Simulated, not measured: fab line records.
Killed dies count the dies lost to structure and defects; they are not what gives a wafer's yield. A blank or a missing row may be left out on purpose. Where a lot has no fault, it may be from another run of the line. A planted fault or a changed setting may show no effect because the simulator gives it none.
Which tool is to blame? -- flow gf180mcu -- Sampling: 14 lots, 42 wafers, 3 of 602 route steps

WHAT THE GAUGES READ, wafer by wafer
GF_V2_THK_MEAS_25: measures by xrf.
lot,measured,on,V2_W_THK (nm)
L993,day 20 05:55,film-metro-02,379 375 381
L995,day 21 02:54,film-metro-02,371 381 376
L994,day 21 03:28,film-metro-04,374 379 374
L996,day 21 07:44,film-metro-04,373 372 377
L998,day 22 06:35,film-metro-04,366 372 364
L997,day 22 08:11,film-metro-02,372 367 370
L999,day 22 20:55,film-metro-04,375 371 379
L100,day 23 02:34,film-metro-04,375 372 368
L101,day 23 06:30,film-metro-02,374 375 378
L102,day 24 02:04,film-metro-02,376 371 371
L105,day 24 15:41,film-metro-02,376 366 374
L108,day 25 16:59,film-metro-04,382 377 377
L113,day 27 12:47,film-metro-02,375 375 374
L114,day 27 13:10,film-metro-04,370 372 374

GF_M3_OVL_MEAS_15.
lot,measured,on,M3_OVL (nm)
L993,day 21 07:02,overlay-02,-1 3 4
L995,day 22 02:58,overlay-01,-5 -8 1
L994,day 22 03:19,overlay-02,2 -5 0
L996,day 22 07:55,overlay-02,1 1 1
L998,day 23 06:47,overlay-02,-7 -8 -11
L997,day 23 08:05,overlay-02,1 -1 1
L999,day 23 19:46,overlay-02,-2 8 -5
L100,day 24 02:02,overlay-01,-1 6 -7
L101,day 24 05:11,overlay-01,14 4 -1
L102,day 25 00:35,overlay-02,2 -2 7
L105,day 25 14:00,overlay-01,5 4 4
L108,day 26 14:35,overlay-01,4 3 -1
L113,day 28 09:22,overlay-01,-4 -5 1
L114,day 28 09:53,overlay-02,-22 -6 2

GF_V3_CD_MEAS_14 targets a cd of 260 nm.
lot,measured,on,cd-nm (nm)
L993,day 22 07:53,cd-sem-02,261.5 261.0 260.2
L995,day 23 02:50,cd-sem-02,260.1 259.5 259.3
L994,day 23 03:27,cd-sem-02,258.7 258.0 257.7
L996,day 23 07:59,cd-sem-01,258.2 259.2 258.0
L998,day 24 06:42,cd-sem-02,256.7 258.1 257.7
L997,day 24 07:19,cd-sem-01,259.4 259.9 259.5
L999,day 24 19:14,cd-sem-02,261.2 259.3 261.5
L100,day 25 01:20,cd-sem-02,261.1 261.3 261.7
L101,day 25 04:49,cd-sem-01,259.7 260.3 260.1
L102,day 25 23:27,cd-sem-01,258.7 259.4 259.0
L105,day 26 12:04,cd-sem-01,259.7 257.6 258.0
L108,day 27 11:59,cd-sem-02,259.1 257.6 259.0
L113,day 29 05:55,cd-sem-02,260.3 259.7 261.0
L114,day 29 06:45,cd-sem-01,259.6 259.7 259.3

WHICH TOOL RAN EACH LOT (tool, then ch and the chambers of the sampled wafers, then the start)
No process step before these readings appears in the record.

WHAT THE TOOLS THEMSELVES READ (means of the sampled wafers that have a number; where no wafer has one, the mark that the record gives instead)
The record holds no such reading with a usual standard deviation.

THE ANSWER, worked out from the rows above alone
Rule: what is usual is taken from the lots themselves. Put in order of their means at a reading, lots are off if they are a third of the lots or fewer, leave a main group of 4 or more, and stand apart from it by a gap of 3 or more times the standard deviation of the main group's means; of several such gaps the widest counts. A main group is skipped when, at the precision printed for the reading in the tables above, its means are all equal. Also off: a lot with no number at a reading for which 4 or more lots have one. Where the step has rows for the other lots, those lots are counted as sound. Order of review: gauges by route order, followed by the tools' own readings, for which a lot's mean as printed above is used. The first step at which some lot is off is used, and at that step the reading that is off furthest; a lot without a number counts as furthest.
No lot is off at any reading shown: from this, nothing can be told.

WHAT THE SIMULATOR PUT IN
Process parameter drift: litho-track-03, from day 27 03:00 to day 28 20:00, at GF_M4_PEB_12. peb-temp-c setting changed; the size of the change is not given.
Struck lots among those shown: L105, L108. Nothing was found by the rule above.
